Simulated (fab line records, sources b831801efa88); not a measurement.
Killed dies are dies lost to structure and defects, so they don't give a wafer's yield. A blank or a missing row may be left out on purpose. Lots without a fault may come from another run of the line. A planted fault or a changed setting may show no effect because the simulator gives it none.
fab line records | flow sky130
record lots=24 wafers=72 last_day=50
route steps=708 shown LDD_HVP@288 POLY_CUT@315 VIA1@461 METAL2@483
lots that met no fault: from a run of the same line without faults
start_h: hours from the record's first day to the start of the lot's first wafer shown | wait_h: hours since the lot's step before | " the same as in the row above | L1.1+2: a row that stands for several wafers | - no value, or no start given | * or withheld: withheld | < > ~ a bound
route shown NAME@n: a module of which the file shows steps, and the number in the route of the first | usual: mean/standard deviation of fault-free wafers | same: alike in all rows | chamber/n: place in a boat | sites: the reading at each site | _std_site: their standard deviation | _edge_site: outer sites' mean less inner sites' | radius_mm: how far each site lies from the wafer's centre | mask NAME#n: copy n | behind: the tool/chamber that last shaped the wafer | hold: why the lot was held/for how many hours/how that ended | device: the transistor (n, p or np) that didn't switch | end of line: the same wafers' tests at the end of the route | a step without rows: its recipe alone | killed: dies lost to structure and defects at the first sort, not the wafer's yield | map: a wafer's dies, x killed, . not, _ none there
set.NAME: the setting as run; set.NAME@STEP: as run at that earlier step | model.NAME: the simulator's own value behind a step, which no gauge read
steps of the route over a sample of lots; a table a step, a row a wafer
services: from which hour (start_h, from the record's first day; less than 0 if before it) a tool's chamber was out of use, for how many hours, and why
## steps
# step SKY_LDD_HVP_TW_MEAS_10
# usual LDD_HVP_TW=454.7/2.5
# columns lot.wafer tool chamber start_h wait_h LDD_HVP_TW
L074.3 film_metro-01 - 489.72 0.1 457.9
L074.5 " - " " 458.2
L074.6 " - " " 458.7
L075.1 film_metro-03 - 500.55 0.1 455.2
L075.3 " - " " 453.1
L075.5 " - " " 454.0
L076.1 film_metro-02 - 510.76 0.1 451.3
L076.4 " - " " 449.9
L076.5 " - " " 452.0
L077.2 film_metro-03 - 526.28 0.1 454.0
L077.5 " - " " 452.4
L077.6 " - " " 453.3
L078.3 film_metro-02 - 537.97 0.1 452.6
L078.5 " - " " 455.1
L078.6 " - " " 452.6
L079.2 film_metro-02 - 543.12 0.1 454.1
L079.4 " - " " 454.3
L079.6 " - " " 455.9
L080.3 film_metro-03 - 552.63 0.1 455.8
L080.4 " - " " 456.0
L080.6 " - " " 454.2
L081.2 film_metro-02 - 563.12 0.1 449.7
L081.3 " - " " 451.5
L081.6 " - " " 451.5
L082.1 film_metro-02 - 570.20 0.1 448.5
L082.5 " - " " 451.4
L082.6 " - " " 449.3
L084.2 film_metro-03 - 581.98 0.1 454.9
L084.4 " - " " 455.1
L084.5 " - " " 456.2
L083.1 film_metro-03 - 583.20 0.1 455.0
L083.2 " - " " 456.5
L083.4 " - " " 457.8
L085.2 film_metro-02 - 592.56 0.1 452.3
L085.3 " - " " 451.5
L085.4 " - " " 453.4
L086.4 film_metro-02 - 614.89 0.1 454.6
L086.5 " - " " 453.3
L086.6 " - " " 454.3
L087.2 film_metro-01 - 618.07 0.1 459.7
L087.4 " - " " 458.9
L087.6 " - " " 458.2
L089.1 film_metro-02 - 629.70 0.1 454.1
L089.4 " - " " 455.1
L089.5 " - " " 453.3
L088.2 film_metro-03 - 630.67 0.1 455.0
L088.3 " - " " 455.2
L088.5 " - " " 454.0
L090.1 film_metro-02 - 635.51 0.1 452.7
L090.2 " - " " 452.9
L090.4 " - " " 453.6
L091.1 film_metro-03 - 639.85 0.1 459.4
L091.3 " - " " 455.3
L091.4 " - " " 454.8
L092.2 film_metro-01 - 655.06 0.1 456.1
L092.4 " - " " 454.0
L092.5 " - " " 456.1
L093.2 film_metro-01 - 655.92 0.1 459.3
L093.5 " - " " 459.0
L093.6 " - " " 460.4
L094.4 film_metro-02 - 670.08 0.1 454.0
L094.5 " - " " 457.2
L094.6 " - " " 453.7
L095.1 film_metro-03 - 671.41 0.1 455.0
L095.2 " - " " 456.2
L095.5 " - " " 455.6
L096.1 film_metro-03 - 682.86 0.1 455.5
L096.5 " - " " 455.1
L096.6 " - " " 456.3
L097.1 film_metro-03 - 685.15 0.1 456.9
L097.4 " - " " 457.3
L097.6 " - " " 456.0
# step SKY_POLY_CUT_CD_MEAS_08
# recipe target_cd_nm=270
# usual cd_nm=270.3/1.2
# columns lot.wafer tool chamber start_h wait_h cd_nm
L074.3 cd_sem-01 - 553.49 - 268.5
L074.5 " - " " 269.2
L074.6 " - " " 267.9
L075.1 cd_sem-01 - 563.02 - 270.9
L075.3 " - " " 271.8
L075.5 " - " " 270.8
L076.1 cd_sem-02 - 572.11 - 270.3
L076.4 " - " " 270.4
L076.5 " - " " 270.2
L077.2 cd_sem-01 - 588.43 - 270.2
L077.5 " - " " 271.4
L077.6 " - " " 271.6
L078.3 cd_sem-02 - 599.96 - 269.8
L078.5 " - " " 271.0
L078.6 " - " " 269.3
L079.2 cd_sem-01 - 604.36 - 271.9
L079.4 " - " " 272.2
L079.6 " - " " 271.2
L080.3 cd_sem-02 - 613.26 - 271.7
L080.4 " - " " 270.7
L080.6 " - " " 272.3
L081.2 cd_sem-02 - 623.46 - 270.0
L081.3 " - " " 272.2
L081.6 " - " " 271.1
L082.1 cd_sem-01 - 631.44 - 270.7
L082.5 " - " " 269.7
L082.6 " - " " 270.8
L083.1 cd_sem-01 - 644.96 - 268.8
L083.2 " - " " 267.8
L083.4 " - " " 268.1
L084.2 cd_sem-02 - 645.33 - 271.4
L084.4 " - " " 272.1
L084.5 " - " " 270.6
L085.2 cd_sem-01 - 653.36 - 268.2
L085.3 " - " " 269.2
L085.4 " - " " 269.6
L086.4 cd_sem-02 - 674.53 - 270.8
L086.5 " - " " 271.4
L086.6 " - " " 271.8
L087.2 cd_sem-01 - 678.48 - 269.0
L087.4 " - " " 271.8
L087.6 " - " " 270.2
L089.1 cd_sem-02 - 689.77 - 268.0
L089.4 " - " " 269.2
L089.5 " - " " 268.4
L088.2 cd_sem-02 - 691.31 - 268.9
L088.3 " - " " 269.6
L088.5 " - " " 269.2
L090.1 cd_sem-02 - 695.44 - 268.5
L090.2 " - " " 270.5
L090.4 " - " " 269.5
L091.1 cd_sem-02 - 699.81 - 268.5
L091.3 " - " " 269.2
L091.4 " - " " 270.6
L092.2 cd_sem-01 - 714.19 - 271.6
L092.4 " - " " 271.0
L092.5 " - " " 270.1
L093.2 cd_sem-01 - 716.03 - 272.0
L093.5 " - " " 271.0
L093.6 " - " " 271.9
L094.4 cd_sem-02 - 729.87 - 270.4
L094.5 " - " " 268.4
L094.6 " - " " 270.4
L095.1 cd_sem-01 - 732.84 - 271.4
L095.2 " - " " 271.3
L095.5 " - " " 271.5
L096.1 cd_sem-01 - 740.19 - 269.1
L096.5 " - " " 267.9
L096.6 " - " " 268.0
L097.1 cd_sem-02 - 742.21 - 270.6
L097.4 " - " " 270.4
L097.6 " - " " 270.1
# step SKY_VIA1_BOW_MEAS_03
# recipe mode=bow
# usual VIA1_BOW=79/7
# columns lot.wafer tool chamber start_h wait_h VIA1_BOW[um]
L074.3 film_metro-04 - 763.02 0.2 83
L074.5 " - " " 79
L074.6 " - " " 83
L075.1 film_metro-03 - 770.62 0.2 84
L075.3 " - " " 82
L075.5 " - " " 85
L076.1 film_metro-03 - 780.15 0.2 88
L076.4 " - " " 83
L076.5 " - " " 80
L077.2 film_metro-03 - 792.45 0.1 69
L077.5 " - " " 77
L077.6 " - " " 69
L078.3 film_metro-03 - 806.77 0.1 83
L078.5 " - " " 84
L078.6 " - " " 70
L079.2 film_metro-03 - 808.15 0.2 80
L079.4 " - " " 80
L079.6 " - " " 63
L080.3 film_metro-03 - 816.00 0.3 78
L080.4 " - " " 85
L080.6 " - " " 80
L081.2 film_metro-01 - 823.48 0.2 80
L081.3 " - " " 77
L081.6 " - " " 85
L082.1 film_metro-03 - 831.06 0.2 83
L082.5 " - " " 74
L082.6 " - " " 78
L083.1 film_metro-03 - 845.37 0.1 79
L083.2 " - " " 72
L083.4 " - " " 79
L084.2 film_metro-03 - 845.90 0.1 69
L084.4 " - " " 74
L084.5 " - " " 72
L085.2 film_metro-01 - 854.77 0.2 71
L085.3 " - " " 75
L085.4 " - " " 78
L086.4 film_metro-03 - 870.68 0.2 64
L086.5 " - " " 76
L086.6 " - " " 80
L087.2 film_metro-01 - 875.95 0.2 79
L087.4 " - " " 75
L087.6 " - " " 69
L089.1 film_metro-03 - 883.90 0.1 62
L089.4 " - " " 57
L089.5 " - " " 73
L088.2 film_metro-01 - 888.00 0.2 86
L088.3 " - " " 69
L088.5 " - " " 77
L090.1 film_metro-04 - 888.87 0.2 91
L090.2 " - " " 91
L090.4 " - " " 83
L091.1 film_metro-01 - 893.42 0.1 65
L091.3 " - " " 77
L091.4 " - " " 83
L092.2 film_metro-03 - 908.67 0.2 84
L092.4 " - " " 82
L092.5 " - " " 86
L093.2 film_metro-01 - 911.21 0.2 80
L093.5 " - " " 89
L093.6 " - " " 73
L094.4 film_metro-03 - 923.59 0.2 85
L094.5 " - " " 80
L094.6 " - " " 74
L095.1 film_metro-04 - 926.83 0.2 83
L095.2 " - " " 82
L095.5 " - " " 78
L096.1 film_metro-03 - 932.08 0.2 80
L096.5 " - " " 97
L096.6 " - " " 71
L097.1 film_metro-04 - 934.55 0.1 82
L097.4 " - " " 90
L097.6 " - " " 82
# step SKY_VIA1_STRIP_16
# recipe chemistry=O2/N2 power_w=1400 pressure_mtorr=1500 platen_temp_c=withheld o2_flow_sccm=3000 n2_flow_sccm=300 overash_fraction=0.5
# usual drypump_motor_current_A=5.53/0.29 oes_product_au=0.415/0.0044 strip_time_to_endpoint_s=4.452/0.024
# columns lot.wafer tool chamber start_h wait_h drypump_motor_current_A oes_product_au rf_hours_counter_h strip_time_to_endpoint_s
L074.3 plasma_asher-04 1 790.17 0.1 5.76 0.411 - 4.419
L074.5 " 1 " " 5.79 0.417 - 4.494
L074.6 " 0 " " 5.78 0.414 - 4.416
L075.1 plasma_asher-03 0 797.66 0.0 5.45 0.415 67 4.438
L075.3 " 0 " " 5.44 0.422 - 4.477
L075.5 " 1 " " 5.17 0.418 - 4.468
L076.1 plasma_asher-01 0 806.27 0.0 6.09 0.420 96 4.498
L076.4 " 0 " " 6.08 0.414 - 4.445
L076.5 " 1 " " 5.61 0.410 - 4.461
L077.2 plasma_asher-04 1 819.29 0.0 5.82 0.417 39 4.433
L077.5 " 1 " " 5.79 0.410 - 4.415
L077.6 " 0 " " 5.79 0.415 - 4.453
L078.3 plasma_asher-03 0 833.99 0.1 5.45 0.414 - 4.451
L078.5 " 0 " " 5.46 0.408 - 4.463
L078.6 " 1 " " 5.13 0.414 - 4.435
L079.2 plasma_asher-03 0 835.02 0.0 5.45 0.409 71 4.484
L079.4 " 1 " " 5.16 0.413 - 4.423
L079.6 " 1 " " 5.14 0.419 - 4.474
L080.3 plasma_asher-03 1 842.95 0.1 5.15 0.418 - 4.436
L080.4 " 0 " " 5.43 0.409 - 4.431
L080.6 " 1 " " 5.15 0.412 - 4.475
L081.2 plasma_asher-04 1 850.02 0.0 5.76 0.407 43 4.439
L081.3 " 0 " " 5.80 0.417 - 4.485
L081.6 " 1 " " 5.77 0.414 - 4.456
L082.1 plasma_asher-03 1 858.24 0.0 5.18 0.414 73 4.446
L082.5 " 1 " " 5.15 0.411 - 4.457
L082.6 " 0 " " 5.43 0.408 - 4.429
L083.1 plasma_asher-01 1 871.69 0.0 5.61 0.414 102 4.451
L083.2 " 0 " " 6.10 0.416 102 4.466
L083.4 " 0 " " 6.10 0.424 - 4.443
L084.2 plasma_asher-03 1 872.04 0.0 5.16 0.407 75 4.449
L084.4 " 1 " " 5.14 0.417 - 4.455
L084.5 " 0 " " 5.44 0.419 - 4.425
L085.2 plasma_asher-03 1 880.71 0.0 5.19 0.409 76 4.419
L085.3 " 0 " " 5.43 0.415 - 4.469
L085.4 " 1 " " 5.19 0.410 - 4.404
L086.4 plasma_asher-03 0 896.47 0.0 5.41 0.422 - 4.445
L086.5 " 1 " " 5.15 0.414 - 4.452
L086.6 " 0 " " 5.43 0.416 - 4.463
L087.2 plasma_asher-03 1 901.76 0.0 5.16 0.414 77 4.431
L087.4 " 0 " " 5.47 0.417 - 4.485
L087.6 " 1 " " 5.17 0.417 - 4.493
L089.1 plasma_asher-04 1 909.37 0.0 5.75 0.411 49 4.456
L089.4 " 0 " " 5.82 0.414 - 4.432
L089.5 " 0 " " 5.81 0.416 - 4.484
L088.2 plasma_asher-04 0 914.33 0.0 5.80 0.420 49 4.439
L088.3 " 0 " " 5.79 0.414 - 4.469
L088.5 " 0 " " 5.80 0.423 - 4.437
L090.1 plasma_asher-03 1 914.64 0.0 5.13 0.413 79 4.421
L090.2 " 0 " " 5.44 0.417 79 4.440
L090.4 " 0 " " 5.43 0.414 - 4.456
L091.1 plasma_asher-01 0 918.78 0.0 6.08 0.416 107 4.464
L091.3 " 1 " " 5.62 0.420 - 4.474
L091.4 " 0 " " 6.07 0.411 - 4.456
L092.2 plasma_asher-04 1 933.83 0.0 5.77 0.418 51 4.459
L092.4 " 1 " " 5.75 0.414 - 4.467
L092.5 " 1 " " 5.77 0.418 - 4.445
L093.2 plasma_asher-04 0 937.37 0.0 5.81 0.421 52 4.516
L093.5 " 1 " " 5.79 0.417 - 4.460
L093.6 " 0 " " 5.80 0.423 - 4.472
L094.4 plasma_asher-01 1 948.30 0.1 5.60 0.415 - 4.460
L094.5 " 0 " " 6.06 0.414 - 4.472
L094.6 " 1 " " 5.62 0.424 - 4.471
L095.1 plasma_asher-03 0 952.14 0.0 5.43 0.419 82 4.456
L095.2 " 1 " " 5.16 0.420 82 4.452
L095.5 " 0 " " 5.45 0.414 - 4.440
L096.1 plasma_asher-03 0 957.34 0.0 5.43 0.405 83 4.422
L096.5 " 1 " " 5.14 0.416 - 4.469
L096.6 " 0 " " 5.44 0.414 - 4.454
L097.1 plasma_asher-03 1 959.27 0.0 5.15 0.418 83 4.510
L097.4 " 0 " " 5.43 0.411 - 4.446
L097.6 " 1 " " 5.14 0.416 - 4.403
# step SKY_METAL2_SPUTTER_00
# recipe material=Ti target_thk_nm=15 power_w=3000 time_s=10 chamber_pressure_pa=0.4
# usual throttle_valve_pct=29.5/0.97
# columns lot.wafer tool chamber start_h wait_h throttle_valve_pct
L074.3 pvd_sputter-04 - 791.36 0.2 29.6
L074.5 " - " " 31.1
L074.6 " - " " 28.1
L075.1 pvd_sputter-04 - 798.88 0.1 29.8
L075.3 " - " " 28.3
L075.5 " - " " 29.8
L076.1 pvd_sputter-02 - 807.50 0.2 28.4
L076.4 " - " " 28.2
L076.5 " - " " 28.1
L077.2 pvd_sputter-02 - 820.55 0.1 30.2
L077.5 " - " " 30.0
L077.6 " - " " 28.1
L078.3 pvd_sputter-03 - 835.19 0.1 30.1
L078.5 " - " " 31.0
L078.6 " - " " 30.0
L079.2 pvd_sputter-02 - 836.28 0.1 30.1
L079.4 " - " " 28.1
L079.6 " - " " 29.5
L080.3 pvd_sputter-03 - 844.14 0.2 29.4
L080.4 " - " " 29.6
L080.6 " - " " 29.7
L081.2 pvd_sputter-04 - 851.26 0.2 29.7
L081.3 " - " " 30.4
L081.6 " - " " 28.2
L082.1 pvd_sputter-02 - 859.47 0.1 28.5
L082.5 " - " " 29.3
L082.6 " - " " 28.6
L083.1 pvd_sputter-04 - 872.96 0.2 30.3
L083.2 " - " " 28.3
L083.4 " - " " 29.7
L084.2 pvd_sputter-02 - 873.28 0.1 29.3
L084.4 " - " " 28.4
L084.5 " - " " 30.0
L085.2 pvd_sputter-04 - 881.95 0.2 30.8
L085.3 " - " " 29.9
L085.4 " - " " 29.9
L086.4 pvd_sputter-02 - 897.68 0.1 28.0
L086.5 " - " " 28.6
L086.6 " - " " 29.5
L087.2 pvd_sputter-04 - 902.99 0.1 30.9
L087.4 " - " " 30.5
L087.6 " - " " 28.4
L089.1 pvd_sputter-04 - 910.59 0.1 30.2
L089.4 " - " " 29.9
L089.5 " - " " 30.2
L088.2 pvd_sputter-04 - 915.56 0.2 30.7
L088.3 " - " " 28.1
L088.5 " - " " 28.1
L090.1 pvd_sputter-03 - 915.87 0.2 29.5
L090.2 " - " " 31.1
L090.4 " - " " 30.1
L091.1 pvd_sputter-04 - 920.01 0.1 29.8
L091.3 " - " " 28.3
L091.4 " - " " 30.9
L092.2 pvd_sputter-02 - 935.06 0.2 28.2
L092.4 " - " " 28.3
L092.5 " - " " 29.2
L093.2 pvd_sputter-04 - 938.59 0.2 29.8
L093.5 " - " " 30.5
L093.6 " - " " 28.3
L094.4 pvd_sputter-02 - 949.49 0.2 28.4
L094.5 " - " " 27.9
L094.6 " - " " 30.1
L095.1 pvd_sputter-03 - 953.62 0.2 31.0
L095.2 " - " " 29.8
L095.5 " - " " 30.1
L096.1 pvd_sputter-02 - 958.86 0.1 29.2
L096.5 " - " " 28.2
L096.6 " - " " 30.1
L097.1 pvd_sputter-04 - 960.49 0.2 28.2
L097.4 " - " " 30.6
L097.6 " - " " 30.8
# step SKY_METAL2_DESCUM_17
# recipe chemistry=O2 source_power_w=150 bias_power_w=0 pressure_mtorr=10 temp_c=40 time_s=8
# usual drypump_motor_current_A=5.5/0.34 oes_product_au=1.006/0.0069
# columns lot.wafer tool chamber start_h wait_h drypump_motor_current_A oes_product_au rf_hours_counter_h
L074.3 rie_metal-03 0 818.21 0.0 5.7 1.001 -
L074.5 " 1 " " 5.1 0.999 -
L074.6 " 0 " " 5.7 0.997 -
L075.1 rie_metal-01 1 825.90 0.0 6.0 1.007 2
L075.3 " 1 " " 6.0 1.009 -
L075.5 " 1 " " 6.0 1.000 -
L076.1 rie_metal-03 1 834.58 0.0 5.1 1.009 14
L076.4 " 0 " " 5.6 0.998 -
L076.5 " 1 " " 5.1 0.994 -
L077.2 rie_metal-01 1 847.78 0.0 6.0 0.996 3
L077.5 " 0 " " 5.1 1.008 -
L077.6 " 1 " " 6.0 1.006 -
L078.3 rie_metal-03 1 861.64 0.0 5.1 1.011 -
L078.5 " 0 " " 5.6 1.007 -
L078.6 " 1 " " 5.1 1.012 -
L079.2 rie_metal-04 0 863.13 0.0 5.9 1.008 1
L079.4 " 0 " " 5.9 1.010 -
L079.6 " 1 " " 5.7 0.996 -
L080.3 rie_metal-03 1 870.54 0.0 5.0 1.021 -
L080.4 " 0 " " 5.7 1.006 -
L080.6 " 1 " " 5.1 1.009 -
L081.2 rie_metal-04 1 877.50 0.0 5.7 0.997 8
L081.3 " 0 " " 5.8 1.004 -
L081.6 " 0 " " 5.8 1.010 -
L082.1 rie_metal-03 1 886.18 0.0 5.0 1.012 16
L082.5 " 1 " " 5.1 1.015 -
L082.6 " 0 " " 5.7 1.012 -
L083.1 rie_metal-03 1 899.05 0.0 5.1 1.012 16
L083.2 " 0 " " 5.7 1.006 13
L083.4 " 1 " " 5.1 1.002 -
L084.2 rie_metal-01 1 899.70 0.0 6.0 1.011 6
L084.4 " 1 " " 6.0 1.008 -
L084.5 " 0 " " 5.1 1.006 -
L085.2 rie_metal-03 0 907.78 0.0 5.7 1.011 14
L085.3 " 1 " " 5.1 1.009 -
L085.4 " 0 " " 5.7 1.004 -
L086.4 rie_metal-01 0 922.84 0.0 5.1 1.000 -
L086.5 " 1 " " 5.9 1.007 -
L086.6 " 0 " " 5.1 1.003 -
L087.2 rie_metal-03 0 928.35 0.0 5.7 1.011 14
L087.4 " 0 " " 5.7 1.006 -
L087.6 " 0 " " 5.7 1.006 -
L089.1 rie_metal-03 1 935.73 0.0 5.1 1.009 18
L089.4 " 1 " " 5.1 1.012 -
L089.5 " 1 " " 5.1 1.012 -
L088.2 rie_metal-01 1 940.18 0.0 6.0 1.018 9
L088.3 " 1 " " 6.0 1.010 -
L088.5 " 1 " " 6.0 1.019 -
L090.1 rie_metal-03 1 940.65 0.0 5.1 1.001 18
L090.2 " 0 " " 5.7 1.008 15
L090.4 " 0 " " 5.7 1.009 -
L091.1 rie_metal-01 1 945.50 0.0 6.0 1.004 9
L091.3 " 1 " " 6.0 1.004 -
L091.4 " 0 " " 5.1 0.995 -
L092.2 rie_metal-04 0 959.53 0.0 5.9 1.000 6
L092.4 " 1 " " 5.7 1.002 -
L092.5 " 1 " " 5.7 0.997 -
L093.2 rie_metal-04 1 963.38 0.0 5.7 1.010 12
L093.5 " 1 " " 5.7 1.013 -
L093.6 " 0 " " 5.9 1.014 -
L094.4 rie_metal-04 0 974.04 0.0 5.9 1.011 -
L094.5 " 1 " " 5.6 1.018 -
L094.6 " 0 " " 5.9 1.015 -
L095.1 rie_metal-03 0 978.80 0.0 5.7 1.005 17
L095.2 " 0 " " 5.7 0.993 -
L095.5 " 0 " " 5.7 1.000 -
L096.1 rie_metal-01 1 983.78 0.0 6.0 1.002 11
L096.5 " 0 " " 5.1 0.990 -
L096.6 " 1 " " 6.0 1.004 -
L097.1 rie_metal-03 0 984.78 0.0 5.7 1.006 18
L097.4 " 1 " " 5.1 1.010 -
L097.6 " 0 " " 5.7 0.998 -
## services
# columns tool chamber start_h hours kind
pvd_sputter-03 - 776.90 1.8 repair
pvd_sputter-02 1 779.65 - consumable_replace:kit
pvd_sputter-02 1 779.65 18.0 scheduled_down
pvd_sputter-02 1 779.65 18.0 vent_cycle
rie_metal-01 - 784.51 2.8 pm
pvd_sputter-02 - 790.80 6.8 repair
pvd_sputter-04 - 794.33 1.5 repair
plasma_asher-01 - 815.12 2.1 repair
plasma_asher-01 - 869.28 0.9 repair
pvd_sputter-04 1 873.10 - consumable_replace:kit
pvd_sputter-04 1 873.10 18.0 scheduled_down
pvd_sputter-04 1 873.10 18.0 vent_cycle
rie_metal-03 - 880.38 1.4 pm
rie_metal-01 0 900.30 - clean
pvd_sputter-02 0 961.26 - consumable_replace:kit
pvd_sputter-02 0 961.26 18.0 scheduled_down
pvd_sputter-02 0 961.26 18.0 vent_cycle
pvd_sputter-03 - 963.24 2.3 repair
plasma_asher-01 - 963.39 1.2 repair
pvd_sputter-03 - 963.60 0.6 repair
rie_metal-03 1 963.65 - clean
rie_metal-03 1 963.65 19.6 scheduled_down
rie_metal-03 1 963.65 19.6 vent_cycle
plasma_asher-01 - 971.42 11.7 repair
## key
fault none
